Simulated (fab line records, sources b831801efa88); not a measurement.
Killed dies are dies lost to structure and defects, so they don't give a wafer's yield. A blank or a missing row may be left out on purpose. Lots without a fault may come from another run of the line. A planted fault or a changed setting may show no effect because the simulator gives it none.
A struck lot beside a sound one | flow sky130 | 17 steps out of a route of 708
Sound: wafers L543.1, L543.2, L543.5. Struck: wafer L555.2. (L555.4, L555.5 of the same lot were not struck and are left out.) The cause comes at the end.
At each step with rows: each side's tool, then ch and its chambers, then its first start. Under that, the readings that differ: sound wafers | struck wafers | difference of the means | sigmas: that difference in standard deviations of wafers without a fault.
alike: readings whose means differ by less than 2 such deviations, and words and numbers that are the same on both sides. not compared: withheld readings, readings that some wafer has no value for, bounds like >300 that may hide the same value, and numbers for which the record gives no deviation and whose values overlap.
The two part at a step that has a row with sigmas, a row that says differs or no value, or rows on one side only. Numbers that don't overlap but have no deviation are shown without sigmas and don't part them. A reading that every wafer of one side lacks parts them only if that side has two wafers or more.

SKY_VT_ADJUST_LVTN_OVL_MEAS_07:
  sound on overlay-02, day 9 08:13; struck on overlay-02, day 12 11:52
  alike: VT_ADJUST_LVTN_OVL
then, 1 step without rows for these wafers: SKY_VT_ADJUST_LVTN_IMPLANT_08.
SKY_VT_ADJUST_LVTN_STRIP_09: strips in O2/N2.
  sound on plasma_asher-04 ch 0,1, day 9 08:25; struck on plasma_asher-04 ch 0, day 12 12:02
  alike: drypump_motor_current_A, oes_product_au, strip_time_to_endpoint_s
  not compared: rf_hours_counter_h
SKY_VT_ADJUST_LVTN_TW_MEAS_10:
  sound on film_metro-02, day 9 08:31; struck on film_metro-04, day 12 12:09
  alike: VT_ADJUST_LVTN_TW
then, 7 steps without rows for these wafers: SKY_VT_ADJUST_LVTN_DEHYDRATE_11 (time 60 s); SKY_VT_ADJUST_LVTN_HMDS_12 (prime time 60 s); SKY_VT_ADJUST_LVTN_COAT_13 (resist thk 1140 nm); SKY_VT_ADJUST_LVTN_SOFTBAKE_14 (time 60 s); SKY_VT_ADJUST_LVTN_EXPOSE_15 (exposes mask HVN STD DERIVED, target cd 600 nm); SKY_VT_ADJUST_LVTN_PEB_16; SKY_VT_ADJUST_LVTN_DEVELOP_17 (develop time 60 s).
SKY_VT_ADJUST_LVTN_OVL_MEAS_18:
  sound on overlay-01, day 10 07:27; struck on overlay-01, day 13 14:12
  alike: VT_ADJUST_LVTN_01_OVL
SKY_VT_ADJUST_LVTN_IMPLANT_19:
  sound on implanter-03 ch 0, day 10 07:29; struck on implanter-04 ch 0, day 13 14:16
SKY_VT_ADJUST_LVTN_STRIP_20: strips in O2/N2.
  sound on plasma_asher-03 ch 0,1, day 10 07:38; struck on plasma_asher-03 ch 0, day 13 14:23
  reading                      | sound             | struck | difference | sigmas
  oes_product_au (a.u.)        | 0.714 0.721 0.717 | 0.707  | -0.010     | -2
  strip_time_to_endpoint_s (s) | 14.27 14.23 14.24 | 14.15  | -0.10      | -2
  alike: drypump_motor_current_A
  not compared: rf_hours_counter_h
SKY_VT_ADJUST_LVTN_TW_MEAS_21:
  sound on film_metro-04, day 10 07:44; struck on film_metro-03, day 13 14:29
  reading             | sound             | struck | difference | sigmas
  VT_ADJUST_LVTN_2_TW | 192.6 191.7 193.9 | 176.4  | -16.3      | -7
then, 1 step without rows for these wafers: SKY_VT_ADJUST_NCORE_DEHYDRATE_00 (time 60 s).
-- the record jumps here: 38 days lie between the struck wafers' starts before and after (it left off in module VT_ADJUST_NCORE and takes up again in module PAD_OPEN, whose first step shown is number 708 of the route) --
SKY_PAD_OPEN_PROBE_99:
  sound on prober-02, day 49 12:21; struck on prober-01, day 51 19:36
  reading                                         | sound                        | struck  | difference | sigmas
  killed_at_contacts                              | 12 28 12                     | 30      | +13        | +3
  killed_open                                     | 49 56 34                     | 65      | +19        | +3
  model.etest.res_pwell_under_gate.rs_ohm_sq      | 2317 2314 2318               | 2308    | -8         |
  model.etest.tip_n_5v.rs_ohm_sq_range            | 24.9 47.21 46.38             | 55.56   | +16.06     |
  model.etest.nfet_16v.body_rise_v (V)            | 0.6663 0.6697 0.672          | 0.6325  | -0.0368    |
  model.etest.nfet_g5v0d10v5.body_rise_v (V)      | 0.6674 0.6713 0.6732         | 0.6337  | -0.0369    |
  model.etest.nfet_g5v0d10v5.vt_sat_v (V)         | 0.7578 0.786 0.7721          | 0.7409  | -0.0311    |
  model.etest.nfet_g5v0d10v5.vt_v (V)             | 0.8189 0.8441 0.8303         | 0.8014  | -0.0297    |
  model.etest.nfet_g5v0d10v5.vt_v_range           | 0.01319 0.01611 0.009733     | 0.03062 | +0.01761   |
  model.etest.nfet_g5v0d10v5.vt_v_rim_less_centre | -0.009164 0.004253 -0.005294 | 0.01158 | +0.01498   |
  alike: killed_at_M0_to_M3, killed_at_M4_up, killed_at_front_end, killed_at_other, killed_dies, killed_short

WHERE THEY PART
First at SKY_VT_ADJUST_LVTN_STRIP_20; last, within this record, at SKY_PAD_OPEN_PROBE_99.

WHY: what the simulator had put in
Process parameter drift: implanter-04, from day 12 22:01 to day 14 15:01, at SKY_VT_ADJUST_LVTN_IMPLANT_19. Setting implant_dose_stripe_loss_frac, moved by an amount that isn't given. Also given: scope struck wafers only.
